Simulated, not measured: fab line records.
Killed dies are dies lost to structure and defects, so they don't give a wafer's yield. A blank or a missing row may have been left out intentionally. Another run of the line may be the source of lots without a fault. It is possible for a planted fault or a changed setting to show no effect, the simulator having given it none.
Which of the tools did it?	flow gf180mcu	39 wafers from 13 lots sampled at 6 of the route's 602 steps

## WHAT THE GAUGES SHOWED, per wafer
GF_STI_CD_MEAS_12: target cd 220 nm.
lot	measured	on	cd-nm (nm)
L668	day 2 01:43	cd-sem-01	218.3 218.1 218.9
L671	day 2 16:28	cd-sem-02	219.2 219.6 219.4
L675	day 3 14:34	cd-sem-02	221.4 221.9 221.2
L676	day 3 20:44	cd-sem-01	218.5 218.5 219.4
L677	day 3 23:29	cd-sem-01	219.5 220.8 220.0
L678	day 4 05:41	cd-sem-02	220.2 220.2 220.9
L680	day 4 15:31	cd-sem-01	218.9 218.3 217.4
L681	day 4 21:11	cd-sem-02	220.7 219.7 219.2
L682	day 5 01:13	cd-sem-01	220.4 219.0 219.4
L686	day 5 22:46	cd-sem-02	220.0 219.9 219.7
L687	day 6 02:43	cd-sem-01	218.0 219.7 219.9
L690	day 6 18:58	cd-sem-02	220.8 220.6 221.9
L691	day 7 00:07	cd-sem-01	217.2 218.2 218.5

GF_LVPWELL_TW_MEAS_11.
lot	measured	on	LVPWELL_TW
L668	day 3 21:25	film-metro-01	558.3 560.3 560.4
L671	day 4 13:01	film-metro-02	568.6 566.4 565.5
L675	day 5 13:02	film-metro-03	566.9 564.2 562.1
L676	day 5 19:46	film-metro-01	565.9 564.9 564.2
L677	day 5 22:39	film-metro-03	564.6 565.6 564.7
L678	day 6 04:46	film-metro-02	563.5 562.7 565.2
L680	day 6 18:40	film-metro-01	673.0 675.3 675.9
L681	day 6 22:46	film-metro-03	570.6 565.7 570.2
L682	day 7 03:44	film-metro-02	567.4 568.6 566.2
L686	day 8 01:20	film-metro-01	561.6 562.2 560.5
L687	day 8 08:04	film-metro-01	675.1 676.9 674.1
L690	day 9 01:40	film-metro-02	562.5 566.2 565.1
L691	day 9 08:04	film-metro-01	563.5 565.5 563.1

GF_VT_IMPLANT_RS_MEAS_48: uses a four-point probe to measure.
lot	measured	on	LVPWELL_RS (ohm/sq)
L668	day 7 13:36	film-metro-01	1191.5 1195.5 1195.1
L671	day 8 08:55	film-metro-02	1198.6 1198.6 1196.7
L675	day 9 13:49	film-metro-02	1195.6 1194.4 1194.4
L676	day 9 20:42	film-metro-02	1196.9 1196.2 1197.5
L677	day 10 01:40	film-metro-02	1198.1 1199.7 1196.3
L678	day 10 09:45	film-metro-02	1199.8 1198.1 1199.8
L680	day 10 23:48	film-metro-01	842.2 838.3 838.0
L681	day 11 05:04	film-metro-03	1200.5 1199.8 1199.0
L682	day 11 13:10	film-metro-02	1195.6 1196.9 1195.6
L686	day 12 13:23	film-metro-02	1197.7 1195.6 1194.2
L687	day 12 20:08	film-metro-01	839.8 840.0 840.9
L690	day 13 17:52	film-metro-01	1192.5 1191.2 1195.2
L691	day 14 02:20	film-metro-02	1197.2 1192.6 1194.9

GF_M1_OVL_MEAS_15.
lot	measured	on	M1_OVL (nm)
L668	day 17 01:47	overlay-02	-1 11 5
L671	day 18 04:49	overlay-01	-5 5 4
L675	day 20 01:03	overlay-01	3 4 4
L676	day 20 09:02	overlay-02	7 17 18
L677	day 20 13:05	overlay-02	-6 -8 -4
L678	day 21 00:50	overlay-02	0 -1 5
L680	day 21 13:30	overlay-01	1 1 1
L681	day 21 19:40	overlay-01	6 7 3
L682	day 22 09:29	overlay-02	1 -5 -2
L686	day 23 13:59	overlay-02	4 5 5
L687	day 23 20:30	overlay-01	-5 -3 -5
L690	day 24 21:55	overlay-01	-8 -3 -10
L691	day 25 07:11	overlay-01	-8 1 1

## WHAT TOOL EACH LOT RAN ON (gives the tool, then ch and the chambers of the sampled wafers, and finally the start)
lot	GF_LVPWELL_IMPLANT_08	GF_CONTACT_SPUTTER_22
L668	implanter-03 ch 0, day 3 21:01	pvd-sputter-03, day 16 01:54
L671	implanter-02 ch 0, day 4 12:40	pvd-sputter-04, day 17 03:25
L675	implanter-03 ch 0, day 5 12:40	pvd-sputter-03, day 18 23:34
L676	implanter-02 ch 0, day 5 19:24	pvd-sputter-04, day 19 07:15
L677	implanter-03 ch 0, day 5 22:15	pvd-sputter-04, day 19 12:23
L678	implanter-03 ch 0, day 6 04:22	pvd-sputter-03, day 19 23:16
L680	implanter-02 ch 0, day 6 17:59	pvd-sputter-04, day 20 13:58
L681	implanter-04 ch 0, day 6 22:25	pvd-sputter-04, day 20 19:19
L682	implanter-02 ch 0, day 7 03:20	pvd-sputter-02, day 21 09:20
L686	implanter-03 ch 0, day 8 00:58	pvd-sputter-03, day 22 14:00
L687	implanter-03 ch 0, day 8 07:23	pvd-sputter-03, day 22 21:02
L690	implanter-02 ch 0, day 9 01:16	pvd-sputter-04, day 23 23:14
L691	implanter-03 ch 0, day 9 07:40	pvd-sputter-02, day 24 08:52
- GF_LVPWELL_IMPLANT_08
- GF_CONTACT_SPUTTER_22: material Ti, target thk 15 nm, time 80.02 s.

## AS READ BY THE TOOLS THEMSELVES (means over the sampled wafers that have a number; for cases with no such wafer, the mark the record gives instead)
GF_LVPWELL_IMPLANT_08.
lot	tool	beam-energy-keV
L668	implanter-03	170.02
L671	implanter-02	170.02
L675	implanter-03	170.01
L676	implanter-02	169.99
L677	implanter-03	170.01
L678	implanter-03	170.01
L680	implanter-02	169.97
L681	implanter-04	169.97
L682	implanter-02	170.10
L686	implanter-03	170.00
L687	implanter-03	169.98
L690	implanter-02	170.01
L691	implanter-03	170.05

GF_CONTACT_SPUTTER_22.
lot	tool	throttle-valve-pct (%)
L668	pvd-sputter-03	30.0
L671	pvd-sputter-04	30.4
L675	pvd-sputter-03	29.8
L676	pvd-sputter-04	30.3
L677	pvd-sputter-04	31.2
L678	pvd-sputter-03	31.3
L680	pvd-sputter-04	30.5
L681	pvd-sputter-04	30.4
L682	pvd-sputter-02	29.7
L686	pvd-sputter-03	30.0
L687	pvd-sputter-03	30.0
L690	pvd-sputter-04	31.4
L691	pvd-sputter-02	29.1

## THE ANSWER, worked out from the rows above alone
Rule: the lots themselves supply what counts as usual. Put in order of their means at a reading, lots are off if they are a third of the lots or fewer, leave a main group of 4 or more, and stand apart from it by a gap of 3 or more times the standard deviation of the main group's means; of several such gaps the widest counts. A main group is skipped when, at the precision printed for the reading in the tables above, its means are all equal. Also off: a lot with no number at a reading for which 4 or more lots have one. The other lots that the step has rows for count as sound. First the gauges in route order, then the tools' own readings, where a lot's mean is used as printed above. At the first step where some lot is off, the reading lying furthest off is the one used; lots without a number count as furthest.
Off: L680, L687, at GF_LVPWELL_TW_MEAS_11 (LVPWELL_TW). For the main group the mean is 564.6 and the standard deviation 2.5.
If a tool, at a process step before that reading, ran all the lots that are off and no sound lot after the first of them, it fits. The gauges at GF_LVPWELL_TW_MEAS_11 are tried like those tools. None of those tried fits.

## WHAT THE SIMULATOR HAD INSERTED
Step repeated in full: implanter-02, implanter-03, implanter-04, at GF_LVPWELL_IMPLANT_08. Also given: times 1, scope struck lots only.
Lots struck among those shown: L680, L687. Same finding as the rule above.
